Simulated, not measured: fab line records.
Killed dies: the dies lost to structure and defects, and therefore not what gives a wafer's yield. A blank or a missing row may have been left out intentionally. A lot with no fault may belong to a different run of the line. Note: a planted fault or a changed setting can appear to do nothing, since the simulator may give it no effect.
Matching of chambers	flow gf180mcu	cmp-02 running GF_V4_CMP_04: 4 sister chambers
The step polishes SiO2. 4 wafers are shown with their chamber, then 10 later ones without.

WAFERS PAIRED WITH THEIR CHAMBERS
wafer	chamber	motor_current_A (A)
L083.1	1	11.5
L083.6	3	12.5
L087.3	2	11.3
L087.4	0	13.4

WAFERS WITH NO CHAMBER GIVEN
wafer	motor_current_A (A)
L087.5	13.5
L090.1	11.4
L090.2	12.0
L090.3	14.2
L093.4	13.2
L093.5	11.4
L093.6	11.9
L095.1	11.6
L095.4	11.0
L095.5	11.1

EACH ONE'S CHAMBER
wafer	from the rows above	in truth
L087.5	0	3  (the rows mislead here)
L090.1	can't be placed: 1 or 2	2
L090.2	can't be placed: 1 or 3 or 2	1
L090.3	0	0
L093.4	can't be placed: 0 or 3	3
L093.5	can't be placed: 1 or 2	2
L093.6	can't be placed: 1 or 2 or 3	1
L095.1	can't be placed: 1 or 2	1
L095.4	can't be placed: 2 or 1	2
L095.5	can't be placed: 2 or 1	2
Correct placement for 1 of the 10. Not placeable from these rows: 8 (in 8, the candidates include the true chamber). 1 placed wrongly.
How it was worked out, from the rows above alone: a wafer's distance from a chamber is the root of the sum, over the readings, of the square of ((its reading less the chamber's mean) divided by the reading's scatter). If the next closest chamber is less than 2 further off than the closest, the wafer can't be placed; otherwise it belongs to the closest. For every chamber, the mean is computed from those of its wafers that are shown. The scatter: with one shown wafer a chamber, the root of the mean of the squares of how far each hidden wafer lies from its nearest shown one.
